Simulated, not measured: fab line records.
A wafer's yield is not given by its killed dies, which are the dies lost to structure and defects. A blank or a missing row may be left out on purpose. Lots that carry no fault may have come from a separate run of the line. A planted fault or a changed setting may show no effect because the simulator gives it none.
Tool commonality check	flow sky130	Sampled: 12 lots, 42 wafers

## WHY IT WAS OPENED
At SKY_SD_N_RS_MEAS_16 the reading SD_N_RS is flagged on 2 of 12 lots. Wafers without a fault read 68.62 ohm/sq, standard deviation 0.11.
Rule: a lot is flagged when every wafer of it that has a number lies more than 4 standard deviations from that mean, or none has a number. As for the other lots, they are considered sound.

lot	measured	on	SD_N_RS (ohm/sq), wafer by wafer	flag
L949	day 27 04:17	filmMetro-03	68.86 68.76 68.58	
L952	day 28 13:48	filmMetro-02	68.56 68.56 68.56	
L953	day 30 01:02	filmMetro-03	68.68 68.66 68.68	
L954	day 30 08:16	filmMetro-04	68.63 68.62 68.84	
L955	day 30 08:49	filmMetro-03	68.67 68.52 68.55	
L957	day 30 14:53	filmMetro-03	65.90 66.05 65.92 65.98 65.98 65.94	FLAGGED
L958	day 31 00:10	filmMetro-03	66.05 66.04 65.93 65.99 66.12 66.03	FLAGGED
L961	day 31 17:55	filmMetro-03	68.63 68.66 68.66	
L968	day 34 05:10	filmMetro-03	68.57 68.68 68.56	
L970	day 35 10:14	filmMetro-03	68.58 68.72 68.59	
L972	day 35 11:14	filmMetro-04	68.62 68.58 68.78	
L971	day 35 16:41	filmMetro-04	68.76 68.65 68.63	
On average the flagged lots' numbers are 65.99 ohm/sq, which is -2.63 ohm/sq against the usual, or -24 standard deviations.

## TOOL THAT RAN EACH LOT
The record holds 1 process step before the reading, out of a route of 708 steps. Cell contents, in order: the tool; ch with the chambers the sampled wafers went through; the start.
lot	flag	SKY_SD_N_IMPLANT_10
L949		implanter-01 ch 0, day 27 03:44
L952		implanter-03 ch 0, day 28 13:16
L953		implanter-01 ch 0, day 30 00:31
L954		implanter-03 ch 0, day 30 07:44
L955		implanter-01 ch 0, day 30 08:17
L957	FLAGGED	implanter-02 ch 0, day 30 14:02
L958	FLAGGED	implanter-03 ch 0, day 30 23:14
L961		implanter-02 ch 0, day 31 17:23
L968		implanter-01 ch 0, day 34 04:38
L970		implanter-03 ch 0, day 35 09:41
L972		implanter-03 ch 0, day 35 10:41
L971		implanter-03 ch 0, day 35 16:08
What these steps do:
- SKY_SD_N_IMPLANT_10
- SKY_SD_N_RS_MEAS_16: measures by four-point-probe.

## FLAGGED AGAINST TOTAL, ONE TOOL AT A TIME (gauges that did the reading follow at the end)
step	tool	lots run	flagged	share of the flagged lots	sound lots run after its first flagged lot
SKY_SD_N_IMPLANT_10	implanter-01	4	0	none	-
SKY_SD_N_IMPLANT_10	implanter-02	2	1	some	1 (L961)
SKY_SD_N_IMPLANT_10	implanter-03	6	1	some	3 (L970,L972,L971)
SKY_SD_N_RS_MEAS_16	filmMetro-02	1	0	none	-
SKY_SD_N_RS_MEAS_16	filmMetro-03	8	2	all	3 (L961,L968,L970)
SKY_SD_N_RS_MEAS_16	filmMetro-04	3	0	none	-

## WHAT THE TABLE PERMITS
Rows of the table that ran each flagged lot: 1, that is filmMetro-03 at SKY_SD_N_RS_MEAS_16.
- filmMetro-03 at SKY_SD_N_RS_MEAS_16 ran 8 lots, 2 of them flagged. After the first flagged lot (L961, L968, L970), sound lots still ran on it; a lasting fault on the whole tool would not permit that.
Every row of the table either missed a flagged lot or ran a sound lot after the first.

## WHAT THE SIMULATOR HAD INSERTED
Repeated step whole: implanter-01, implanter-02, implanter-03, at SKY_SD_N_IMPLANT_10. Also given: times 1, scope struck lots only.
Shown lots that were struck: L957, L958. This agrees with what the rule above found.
